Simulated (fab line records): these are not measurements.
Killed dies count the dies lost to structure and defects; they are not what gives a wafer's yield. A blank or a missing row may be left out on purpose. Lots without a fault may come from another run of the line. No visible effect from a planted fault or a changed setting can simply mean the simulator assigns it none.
Which tool was responsible?    flow sky130    6 lots with 18 wafers sampled at 3 steps, on a route of 708 steps

WHAT EACH GAUGE READ, for each wafer
SKY_DNWELL_TW_MEAS_09.
lot   measured     on             DNWELL_TW
L836  day 3 09:36  film_metro-03  1114 1116 1110
L840  day 4 08:10  film_metro-04  1110 1112 1115
L842  day 4 18:37  film_metro-03  1119 1109 1115
L846  day 5 18:21  film_metro-04  1121 1119 1122
L852  day 7 02:51  film_metro-03  1099 1101 1099
L857  day 8 05:27  film_metro-03  1102 1100 1107

WHICH TOOL RAN EACH LOT (tool, then ch and the chambers of the sampled wafers, then the start)
lot   SKY_FIELD_ISO_ETCH_15              SKY_DNWELL_EXPOSE_04
L836  rie_diel-03 ch 0,1,3, day 2 10:37  iline_stepper-02 ch 0, day 3 01:47
L840  rie_diel-02 ch 0,1,2, day 3 08:23  iline_stepper-02 ch 0, day 3 23:59
L842  rie_diel-03 ch 1,2,3, day 3 19:55  iline_stepper-02 ch 0, day 4 09:49
L846  rie_diel-03 ch 0,2,3, day 4 14:31  iline_stepper-01 ch 0, day 5 09:42
L852  rie_diel-02 ch 1,2,3, day 5 23:47  iline_stepper-02 ch 0, day 6 16:55
L857  rie_diel-02 ch 1,2,3, day 7 00:34  iline_stepper-02 ch 0, day 7 19:07
- SKY_FIELD_ISO_ETCH_15: etches the open film in CHF3/O2, stops on Si, target depth 180 nm, time 72 s.
- SKY_DNWELL_EXPOSE_04: exposes mask DNM, target cd 3000 nm.

THE ANSWER, worked out from the rows above alone
Rule: usual is defined by the lots themselves. Put in order of their means at a reading, lots are off if they are a third of the lots or fewer, leave a main group of 4 or more, and stand apart from it by a gap of 3 or more times the standard deviation of the main group's means; of several such gaps the widest counts. The tables above print the reading to a certain number of digits; a main group whose means all agree to those digits is not used. A lot without any number at a reading at which 4 lots or more have one is off too. Any other lot the step has rows for is counted as sound.
No lot is off at any reading shown: from this, nothing can be told.

WHAT THE SIMULATOR HAD PUT IN
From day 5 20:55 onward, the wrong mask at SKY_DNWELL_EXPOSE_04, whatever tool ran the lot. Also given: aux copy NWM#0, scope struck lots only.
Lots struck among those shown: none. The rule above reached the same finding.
